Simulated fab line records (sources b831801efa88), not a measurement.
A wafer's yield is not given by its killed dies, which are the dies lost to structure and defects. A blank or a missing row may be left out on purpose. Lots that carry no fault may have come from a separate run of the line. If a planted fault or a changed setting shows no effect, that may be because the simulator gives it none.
fab line records | flow gf180mcu
record lots=14 | wafers=42 | last-day=33
route steps=602 shown V4@499 MIM@503
lots untouched by any fault: they come from a run of this same line in which no faults occurred
start-h: hours from the record's first day to the start of the lot's first wafer shown | wait-h: how many hours have passed since the lot's step before this one | " identical to the entry in the row above | L1.1+2: a single row standing in for several wafers | - no value present, or no start provided | * or withheld: withheld | < > ~ a bound
route shown NAME@n: NAME is a module with steps in the file, n the number in the route of the first one | usual: mean/standard deviation of fault-free wafers | same: alike in all rows | chamber/n: place in a boat | sites: per-site readings | _std_site: their standard deviation | _edge_site: outer sites' mean less inner sites' | radius-mm: for every site, how far away it sits from the centre of the wafer | mask NAME#n: copy n | behind: the tool/chamber that last shaped the wafer | hold: what put the lot on hold/how long, in hours/how the hold closed | device: names the non-switching transistor (n, p or np) | end of line: the same wafers' tests at the end of the route | for a step that has no rows: nothing shown but its recipe | killed: dies lost to structure and defects at the first sort, not the wafer's yield | map: the dies of a wafer, with x for killed, . for not killed, _ for no die there
set.NAME: setting as actually run; set.NAME@STEP: the setting as run at that earlier step | model.NAME: the simulator's own value behind a step, which no gauge read
route steps across a sampled set of lots; one table per step, one row per wafer
services: from which hour (start-h, from the record's first day; less than 0 if before it) a tool's chamber was out of use, for how many hours, and why
## steps
# step GF_V4_CVD_23
# recipe material=W | target-thk-nm=350 | time-s=104.9 | temp-c=400 | pressure-torr=40
# usual heater-power-w=916/66
lot.wafer | tool     | chamber | start-h | wait-h | heater-power-w
L538.3    | cvd-w-02 | 1       | 581.64  | 0.1    | 1009
L538.4    | "        | 0       | "       | "      | 862
L538.5    | "        | 0       | "       | "      | 879
L541.1    | cvd-w-02 | 1       | 610.49  | 0.0    | 1001
L541.4    | "        | 1       | "       | "      | 1021
L541.5    | "        | 0       | "       | "      | 870
L542.1    | cvd-w-02 | 0       | 615.66  | 0.0    | 850
L542.2    | "        | 1       | "       | "      | 992
L542.5    | "        | 0       | "       | "      | 880
L544.1    | cvd-w-02 | 1       | 631.84  | 0.0    | 1038
L544.3    | "        | 1       | "       | "      | 991
L544.5    | "        | 1       | "       | "      | 1003
L545.2    | cvd-w-02 | 0       | 639.26  | 0.0    | 882
L545.3    | "        | 1       | "       | "      | 1017
L545.5    | "        | 1       | "       | "      | 1025
L546.3    | cvd-w-02 | 0       | 652.15  | 0.1    | 896
L546.5    | "        | 1       | "       | "      | 1003
L546.6    | "        | 0       | "       | "      | 886
L547.1    | cvd-w-02 | 1       | 659.23  | 0.0    | 1006
L547.4    | "        | 1       | "       | "      | 1007
L547.6    | "        | 0       | "       | "      | 864
L548.1    | cvd-w-01 | 0       | 664.47  | 0.0    | 813
L548.2    | "        | 1       | "       | "      | 899
L548.6    | "        | 1       | "       | "      | 906
L549.1    | cvd-w-01 | 1       | 673.29  | 0.0    | 891
L549.3    | "        | 0       | "       | "      | 838
L549.5    | "        | 1       | "       | "      | 900
L550.2    | cvd-w-02 | 1       | 682.48  | 0.0    | 1011
L550.4    | "        | 0       | "       | "      | 882
L550.5    | "        | 1       | "       | "      | 1013
L551.4    | cvd-w-02 | 1       | 682.89  | 0.1    | 981
L551.5    | "        | 1       | "       | "      | 996
L551.6    | "        | 0       | "       | "      | 871
L552.2    | cvd-w-01 | 0       | 688.66  | 0.0    | 837
L552.5    | "        | 0       | "       | "      | 811
L552.6    | "        | 1       | "       | "      | 886
L553.1    | cvd-w-02 | 1       | 700.04  | 0.0    | 996
L553.2    | "        | 0       | "       | "      | 875
L553.4    | "        | 0       | "       | "      | 894
L554.3    | cvd-w-01 | 1       | 706.63  | 0.1    | 896
L554.4    | "        | 0       | "       | "      | 825
L554.5    | "        | 0       | "       | "      | 827
# step GF_MIM_SPUTTER_00
# recipe material=Ti | target-thk-nm=37.5 | arriving-ion-energy-ev=80 | substrate-temp-c=200 | chamber-pressure-pa=2 | power-w=4000 | time-s=150
# usual throttle-valve-pct=29.6/0.75
lot.wafer | tool           | chamber | start-h | wait-h | throttle-valve-pct
L538.3    | pvd-sputter-03 | -       | 582.20  | 0.2    | 29.8
L538.4    | "              | -       | "       | "      | 30.4
L538.5    | "              | -       | "       | "      | 29.9
L541.1    | pvd-sputter-02 | -       | 611.28  | 0.2    | 31.3
L541.4    | "              | -       | "       | "      | 29.6
L541.5    | "              | -       | "       | "      | 29.5
L542.1    | pvd-sputter-01 | -       | 616.26  | 0.2    | 31.1
L542.2    | "              | -       | "       | "      | 29.1
L542.5    | "              | -       | "       | "      | 28.9
L544.1    | pvd-sputter-02 | -       | 632.43  | 0.1    | 29.5
L544.3    | "              | -       | "       | "      | 29.9
L544.5    | "              | -       | "       | "      | 29.5
L545.2    | pvd-sputter-02 | -       | 639.89  | 0.1    | 31.2
L545.3    | "              | -       | "       | "      | 29.3
L545.5    | "              | -       | "       | "      | 29.9
L546.3    | pvd-sputter-03 | -       | 652.70  | 0.2    | 29.5
L546.5    | "              | -       | "       | "      | 28.7
L546.6    | "              | -       | "       | "      | 29.3
L547.1    | pvd-sputter-01 | -       | 659.82  | 0.2    | 28.9
L547.4    | "              | -       | "       | "      | 29.0
L547.6    | "              | -       | "       | "      | 29.1
L548.1    | pvd-sputter-03 | -       | 665.06  | 0.2    | 29.8
L548.2    | "              | -       | "       | "      | 30.0
L548.6    | "              | -       | "       | "      | 29.6
L549.1    | pvd-sputter-03 | -       | 673.88  | 0.2    | 29.7
L549.3    | "              | -       | "       | "      | 30.4
L549.5    | "              | -       | "       | "      | 29.6
L550.2    | pvd-sputter-01 | -       | 683.07  | 0.2    | 29.0
L550.4    | "              | -       | "       | "      | 28.8
L550.5    | "              | -       | "       | "      | 28.8
L551.4    | pvd-sputter-03 | -       | 683.67  | 0.1    | 30.3
L551.5    | "              | -       | "       | "      | 28.7
L551.6    | "              | -       | "       | "      | 29.8
L552.2    | pvd-sputter-03 | -       | 689.25  | 0.2    | 28.9
L552.5    | "              | -       | "       | "      | 29.8
L552.6    | "              | -       | "       | "      | 28.8
L553.1    | pvd-sputter-03 | -       | 700.63  | 0.1    | 29.8
L553.2    | "              | -       | "       | "      | 29.7
L553.4    | "              | -       | "       | "      | 30.5
L554.3    | pvd-sputter-02 | -       | 707.18  | 0.2    | 30.0
L554.4    | "              | -       | "       | "      | 29.3
L554.5    | "              | -       | "       | "      | 29.9
# step GF_MIM_SPUTTER_07
# recipe material=TiN | target-thk-nm=60 | power-w=6500 | time-s=50 | chamber-pressure-pa=0.4
# usual throttle-valve-pct=29.7/0.82
lot.wafer | tool           | chamber | start-h | wait-h | throttle-valve-pct
L538.3    | pvd-sputter-02 | -       | 582.53  | 0.0    | 31.8
L538.4    | "              | -       | "       | "      | 29.8
L538.5    | "              | -       | "       | "      | 29.4
L541.1    | pvd-sputter-01 | -       | 611.59  | 0.1    | 28.8
L541.4    | "              | -       | "       | "      | 29.0
L541.5    | "              | -       | "       | "      | 29.1
L542.1    | pvd-sputter-02 | -       | 616.57  | 0.1    | 29.7
L542.2    | "              | -       | "       | "      | 31.2
L542.5    | "              | -       | "       | "      | 29.4
L544.1    | pvd-sputter-01 | -       | 632.75  | 0.1    | 31.3
L544.3    | "              | -       | "       | "      | 28.8
L544.5    | "              | -       | "       | "      | 31.3
L545.2    | pvd-sputter-03 | -       | 640.20  | 0.0    | 29.7
L545.3    | "              | -       | "       | "      | 30.2
L545.5    | "              | -       | "       | "      | 30.5
L546.3    | pvd-sputter-01 | -       | 653.02  | 0.0    | 28.9
L546.5    | "              | -       | "       | "      | 28.7
L546.6    | "              | -       | "       | "      | 28.8
L547.1    | pvd-sputter-03 | -       | 660.14  | 0.1    | 30.3
L547.4    | "              | -       | "       | "      | 29.7
L547.6    | "              | -       | "       | "      | 29.5
L548.1    | pvd-sputter-01 | -       | 665.37  | 0.1    | 31.5
L548.2    | "              | -       | "       | "      | 29.2
L548.6    | "              | -       | "       | "      | 29.1
L549.1    | pvd-sputter-02 | -       | 674.20  | 0.1    | 31.4
L549.3    | "              | -       | "       | "      | 30.1
L549.5    | "              | -       | "       | "      | 29.3
L550.2    | pvd-sputter-01 | -       | 683.38  | 0.0    | 29.0
L550.4    | "              | -       | "       | "      | 29.0
L550.5    | "              | -       | "       | "      | 29.1
L551.4    | pvd-sputter-02 | -       | 684.00  | 0.0    | 29.7
L551.5    | "              | -       | "       | "      | 29.3
L551.6    | "              | -       | "       | "      | 29.7
L552.2    | pvd-sputter-02 | -       | 689.58  | 0.0    | 30.1
L552.5    | "              | -       | "       | "      | 29.6
L552.6    | "              | -       | "       | "      | 29.9
L553.1    | pvd-sputter-01 | -       | 700.94  | 0.1    | 31.1
L553.2    | "              | -       | "       | "      | 29.2
L553.4    | "              | -       | "       | "      | 28.9
L554.3    | pvd-sputter-03 | -       | 707.49  | 0.0    | 30.1
L554.4    | "              | -       | "       | "      | 30.0
L554.5    | "              | -       | "       | "      | 29.7
# step GF_MIM_EXPOSE_16
# recipe mask-id=FuseTop | target-cd-nm=2000 | na=0.6 | source-shape=conventional | sigma-outer=0.6 | dose-mj=140
# usual exposure-dose-mJ-cm2=140.02/0.14 | focus-offset-nm=0.0/0.5
lot.wafer | tool             | chamber | start-h | wait-h | mask      | exposure-dose-mJ-cm2 | focus-offset-nm
L538.3    | iline-stepper-02 | 0       | 593.18  | -      | FuseTop#0 | 140.05               | 0.4
L538.4    | "                | 0       | "       | "      | FuseTop#0 | 140.14               | 0.4
L538.5    | "                | 0       | "       | "      | FuseTop#0 | 140.00               | -0.5
L541.1    | iline-stepper-01 | 0       | 621.38  | -      | FuseTop#0 | 140.12               | 0.1
L541.4    | "                | 0       | "       | "      | FuseTop#0 | 140.17               | -0.1
L541.5    | "                | 0       | "       | "      | FuseTop#0 | 140.25               | 0.5
L542.1    | iline-stepper-02 | 0       | 627.56  | -      | FuseTop#0 | 140.19               | -0.7
L542.2    | "                | 0       | "       | "      | FuseTop#0 | 140.21               | -0.2
L542.5    | "                | 0       | "       | "      | FuseTop#0 | 140.31               | -1.4
L544.1    | iline-stepper-01 | 0       | 642.91  | -      | FuseTop#0 | 140.10               | -0.4
L544.3    | "                | 0       | "       | "      | FuseTop#0 | 140.03               | -1.3
L544.5    | "                | 0       | "       | "      | FuseTop#0 | 139.96               | 0.0
L545.2    | iline-stepper-01 | 0       | 650.80  | -      | FuseTop#0 | 139.89               | 0.3
L545.3    | "                | 0       | "       | "      | FuseTop#0 | 140.12               | -0.2
L545.5    | "                | 0       | "       | "      | FuseTop#0 | 140.27               | -0.1
L546.3    | iline-stepper-02 | 0       | 662.55  | -      | FuseTop#0 | 139.74               | 0.4
L546.5    | "                | 0       | "       | "      | FuseTop#0 | 139.75               | -0.4
L546.6    | "                | 0       | "       | "      | FuseTop#0 | 139.80               | -0.1
L547.1    | iline-stepper-01 | 0       | 667.96  | -      | FuseTop#0 | 139.88               | 0.5
L547.4    | "                | 0       | "       | "      | FuseTop#0 | 140.01               | 0.3
L547.6    | "                | 0       | "       | "      | FuseTop#0 | 139.97               | 0.1
L548.1    | iline-stepper-01 | 0       | 674.93  | -      | FuseTop#0 | 140.02               | -0.2
L548.2    | "                | 0       | "       | "      | FuseTop#0 | 140.04               | 0.8
L548.6    | "                | 0       | "       | "      | FuseTop#0 | 140.20               | 0.4
L549.1    | iline-stepper-01 | 0       | 683.73  | -      | FuseTop#0 | 140.04               | 0.6
L549.3    | "                | 0       | "       | "      | FuseTop#0 | 139.96               | 0.2
L549.5    | "                | 0       | "       | "      | FuseTop#0 | 140.04               | -0.1
L550.2    | iline-stepper-01 | 0       | 692.76  | -      | FuseTop#0 | 139.90               | 0.1
L550.4    | "                | 0       | "       | "      | FuseTop#0 | 139.89               | 0.3
L550.5    | "                | 0       | "       | "      | FuseTop#0 | 139.83               | 0.4
L551.4    | iline-stepper-01 | 0       | 693.60  | -      | FuseTop#0 | 140.16               | 0.8
L551.5    | "                | 0       | "       | "      | FuseTop#0 | 140.33               | 0.0
L551.6    | "                | 0       | "       | "      | FuseTop#0 | 140.28               | 0.1
L552.2    | iline-stepper-01 | -       | 700.01  | -      | FuseTop#0 | -                    | -
L552.5    | "                | -       | "       | "      | FuseTop#0 | -                    | -
L552.6    | "                | -       | "       | "      | FuseTop#0 | -                    | -
L553.1    | iline-stepper-01 | -       | 709.14  | -      | FuseTop#0 | -                    | -
L553.2    | "                | -       | "       | "      | FuseTop#0 | -                    | -
L553.4    | "                | -       | "       | "      | FuseTop#0 | -                    | -
L554.3    | iline-stepper-02 | 0       | 717.41  | -      | FuseTop#0 | 140.03               | 0.1
L554.4    | "                | 0       | "       | "      | FuseTop#0 | 139.86               | 1.1
L554.5    | "                | 0       | "       | "      | FuseTop#0 | 139.92               | 0.6
## services
tool             | chamber | start-h | hours | kind
cvd-w-01         | -       | 568.63  | 3.8   | pm
pvd-sputter-03   | -       | 579.51  | 0.5   | repair
pvd-sputter-03   | -       | 598.85  | 2.1   | repair
pvd-sputter-02   | -       | 645.83  | 23.6  | repair
iline-stepper-01 | -       | 677.34  | 3.2   | repair
cvd-w-01         | 0       | 712.66  | 6.3   | repair
## key
first-sign step=GF_MIM_EXPOSE_16 | reading=tool-record | direction=missing
effect none on later readings
met-at GF_MIM_EXPOSE_16
struck-lots L552,L553
later-rows-left-out L552.2,L552.5,L552.6,L553.1,L553.2,L553.4
sort-left-out L552.2,L552.5,L552.6,L553.1,L553.2,L553.4
not-acting-at GF_V4_CVD_23,GF_MIM_SPUTTER_00,GF_MIM_SPUTTER_07
onset-between 693.60 700.01
fault kind=skipped-step-whole | tool=iline-stepper-01 | chamber=- | onset-h=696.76 | steps=GF_MIM_EXPOSE_16 | scope=struck-lots-only
# sort-left-out: the simulated sort isn't trusted on such a fault, so these wafers' sort isn't shown, and their yield isn't known
# later-rows-left-out: the simulator's readings of these wafers behind a module that went badly wrong aren't trusted and aren't shown, but for the sort
